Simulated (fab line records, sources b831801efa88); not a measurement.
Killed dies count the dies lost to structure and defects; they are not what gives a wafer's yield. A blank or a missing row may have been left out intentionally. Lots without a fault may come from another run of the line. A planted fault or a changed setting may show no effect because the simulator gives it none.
Lot-split experiment + flow gf180mcu + on a route of 602 steps: 5 lots, 23 wafers read

== ON THE SPLIT ==
At GF_V3_EXPOSE_11 (exposes mask Via3, target cd 260 nm), the setting dose-mj was moved away from the recipe's 38 on 8 of the 23 wafers read, by -6.6% to +4.5%. This setting was run at the recipe's value on the other wafers.

== FROM THE SPLIT TO THE READING: what the file shows between them, 2 steps ==
- GF_V3_PEB_12: peb time 90 s
- GF_V3_DEVELOP_13: develop time 60 s

== THE READING ==
At GF_V3_CD_MEAS_14: cd-nm in nanometres, against a target cd of 260 nm. Typical for fault-free wafers on this fab line: 259.7 nm, with standard deviation 1.1 nm.

| wafer  | tool, chamber at the split | dose-mj as run | against the recipe | cd-nm, nm | against lot-mates on the recipe |
|--------|----------------------------|----------------|--------------------|-----------|---------------------------------|
| L076.3 | krf-scanner-01, 0          | 38             | recipe             | 258.0     | -                               |
| L076.4 | krf-scanner-01, 0          | 38             | recipe             | 259.4     | -                               |
| L076.6 | krf-scanner-01, 0          | 38             | recipe             | 258.8     | -                               |
| L078.1 | krf-scanner-01, 0          | 38             | recipe             | 260.2     | -                               |
| L078.2 | krf-scanner-01, 0          | 38             | recipe             | 261.3     | -                               |
| L078.4 | krf-scanner-01, 0          | 38             | recipe             | 260.1     | -                               |
| L078.5 | krf-scanner-01, 0          | 39.72          | +4.5%              | 266.2     | +5.7                            |
| L078.6 | krf-scanner-01, 0          | 39.72          | +4.5%              | 267.2     | +6.7                            |
| L079.1 | krf-scanner-01, 0          | 38             | recipe             | 260.8     | -                               |
| L079.2 | krf-scanner-01, 0          | 38             | recipe             | 261.0     | -                               |
| L079.3 | krf-scanner-01, 0          | 38             | recipe             | 259.7     | -                               |
| L079.4 | krf-scanner-01, 0          | 38             | recipe             | 260.1     | -                               |
| L079.6 | krf-scanner-01, 0          | 38             | recipe             | 260.8     | -                               |
| L080.1 | krf-scanner-01, 0          | 38             | recipe             | 260.4     | -                               |
| L080.2 | krf-scanner-01, 0          | 35.48          | -6.6%              | 249.6     | -10.7                           |
| L080.4 | krf-scanner-01, 0          | 35.48          | -6.6%              | 249.1     | -11.2                           |
| L080.5 | krf-scanner-01, 0          | 35.48          | -6.6%              | 249.9     | -10.3                           |
| L080.6 | krf-scanner-01, 0          | 38             | recipe             | 260.1     | -                               |
| L083.1 | krf-scanner-02, 0          | 38             | recipe             | 258.4     | -                               |
| L083.2 | krf-scanner-02, 0          | 38.89          | +2.3%              | 262.1     | +3.8                            |
| L083.3 | krf-scanner-02, 0          | 38.89          | +2.3%              | 261.8     | +3.5                            |
| L083.5 | krf-scanner-02, 0          | 38             | recipe             | 258.2     | -                               |
| L083.6 | krf-scanner-02, 0          | 38.89          | +2.3%              | 262.8     | +4.5                            |

FIT RESULTS
A straight line over all 23 wafers: cd-nm changes by +1.5 nm for each +1% of dose-mj; r = +0.98; the points scatter about the line by 0.98 nm.
The same after taking each lot's own level away (the mean of its wafers on the recipe; 23 wafers): +1.56 nm for each +1%; r = +0.99; scatter 0.56 nm.
On that fit, the largest move of dose-mj shifts the reading by 10 nm.
From 258.30 to 260.53 nm: that is the span of the lots' own levels, equal to 2.0 times the standard deviation above.
Consequently the slope shifts little with the lot-to-lot level, the two slopes agreeing.
Check: with one of the wafers moved furthest among these (-6.6%) left out of the fit, the line predicts -10.4 nm for it against its lot-mates. Against them it came out at -10.7 nm.

== ADDITIONAL SPLITS CARRIED BY THESE WAFERS ==
Other splits were also applied to these wafers ahead of the reading. Each is held against what the fit with the lots' levels taken away leaves over:
| other split on the same wafers | wafers away from the commonest value | r with cd-nm (lot level and that fit taken away) |
|--------------------------------|--------------------------------------|--------------------------------------------------|
| GF_V3_CVD_02 time-s            | 10                                   | +0.09                                            |

== THE WHOLE CHAIN: every reading that the file lists as answering this split, in the file's order ==
| step             | what it does         | reading                                                   | change (the file's fit)              | r (the file's) |
|------------------|----------------------|-----------------------------------------------------------|--------------------------------------|----------------|
| GF_V3_CD_MEAS_14 | target cd 260 nm     | cd-nm                                                     | +1.55 nm for each +1% of the setting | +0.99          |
| GF_V3_ETCH_16    | etches BARC in N2/H2 | V3.cd-nm (the simulator's own value, which no gauge read) | +1.32 nm for each +1% of the setting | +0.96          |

== THE FILE'S OWN FIT ==
cd-nm changes by +1.55 nm for each +1% of dose-mj, r = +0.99.
